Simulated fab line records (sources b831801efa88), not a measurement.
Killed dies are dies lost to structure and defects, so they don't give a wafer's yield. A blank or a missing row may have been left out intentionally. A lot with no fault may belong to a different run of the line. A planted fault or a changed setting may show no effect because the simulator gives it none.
Problem report in the 8D (eight disciplines) form, filled by code | flow gf180mcu | the parts of the form that need people (team, actions taken, sign-off) are left out

1. WHAT IS WRONG
V3_W_RS at GF_V3_RS_MEAS_24 reads a mean of 0.3819 ohm/sq on 1 wafer of 1 lot; wafers without a fault read 0.3285 ohm/sq with a standard deviation of 0.0028. That is +19 standard deviations from the usual mean.
The step: measures by four-point-probe.
First observed at day 29 00:30: wafer L381.5, on filmMetro-02. Wafers with a number at this step in the record: 33, from 11 lots. The rule behind "out" and "out of limits": a value lying over 4 standard deviations away from the usual mean. All remaining wafers that have a number are taken as sound.

2. WHAT IT IS AND WHAT IT IS NOT
question                    | is                | is not
which readings at this step | V3_W_RS           | -
which lots                  | L381              | L361, L362, L364, L366, L367, L369, L373, L374, L375, L380
which wafers of those lots  | L381.5            | L381.1, L381.4
read on which gauges        | filmMetro-02      | filmMetro-01, filmMetro-03
when                        | from day 29 00:30 | up to then (32 sound wafers)

3. THE SUSPECTS, EACH WITH WHAT RULES IT OUT
Counting: if a tool at a process step up to the reading ran every lot that is out, it stays a suspect. Sound lots after the first of them don't rule it out here, since some wafers of a struck lot are sound.
- the gauge at GF_V3_RS_MEAS_24 is ruled out. All the wafers that are out were read on filmMetro-02, but those of them that GF_V3_CVD_23 has rows for are out there too, on other tools.
- rieMetal-01 at GF_M3_METAL_ETCH_16 (etches the open film in Cl2/BCl3, stops on SiO2, target depth 750.8 nm, time 125.1 s): kept. The lot that is out, L381, ran on it at day 28 03:09; the last sound lot it ran before that was L375, at day 26 06:31.
- cvdW-02 at GF_V3_CVD_23 (deposits W, target thk 350 nm, time 104.9 s): kept. The lot that is out, L381, ran on it at day 29 00:23; the last sound lot it ran before that was L374, at day 26 17:23. Its own readings are out on those wafers: chamberPressureTorr.
- Within cvdW-02 at GF_V3_CVD_23: the wafers that are out ran in chamber 1; their sound lot-mates ran in chamber 0.
The count leaves cvdW-02 at GF_V3_CVD_23 and rieMetal-01 at GF_M3_METAL_ETCH_16.

4. THE CAUSE (what the simulator had put in)
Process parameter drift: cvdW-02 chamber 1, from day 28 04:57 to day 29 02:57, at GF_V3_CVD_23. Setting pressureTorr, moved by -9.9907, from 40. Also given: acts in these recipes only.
After counting, 2 suspects remain, this tool included.

5. THE EFFECT CHAIN, in route order
Each row: a reading whose mean over the struck wafers that have a number lies more than 3 standard deviations from the usual. Only readings whose record carries a usual standard deviation are examined. hours: median over the lots of the time between each lot's start at the first step of this table that gives one and its start at this step. sigmas: the change, counted in usual standard deviations.
hours | step              | reading             | usual         | on struck wafers | change  | sigmas
0     | GF_V3_CVD_23      | chamberPressureTorr | 40.00 Torr    | 30.02            | -9.98   | -99 or more
0     | GF_V3_RS_MEAS_24  | V3_W_RS             | 0.3285 ohm/sq | 0.3819           | +0.0534 | +19
3     | GF_V3_THK_MEAS_25 | V3_W_THK            | 359 nm        | 308              | -51     | -14
Process steps it contains:
- GF_V3_CVD_23: deposits W, target thk 350 nm, time 104.9 s.

6. HOW IT WOULD HAVE BEEN CAUGHT EARLIER
Counted from the fault's start at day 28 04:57, it took 20 hours until the first out-of-limits reading at a measuring or inspecting step in this record, taken at day 29 00:30.
Tool's own readings at GF_V3_CVD_23, chamberPressureTorr: out on all struck wafers the step has rows for; an alarm limit on them would have tripped on the first.
By day 29 00:30 the whole set of lots that are out, 1 in number, had already begun GF_V3_CVD_23 on cvdW-02. Tool hold at that time: it would have spared none of them.
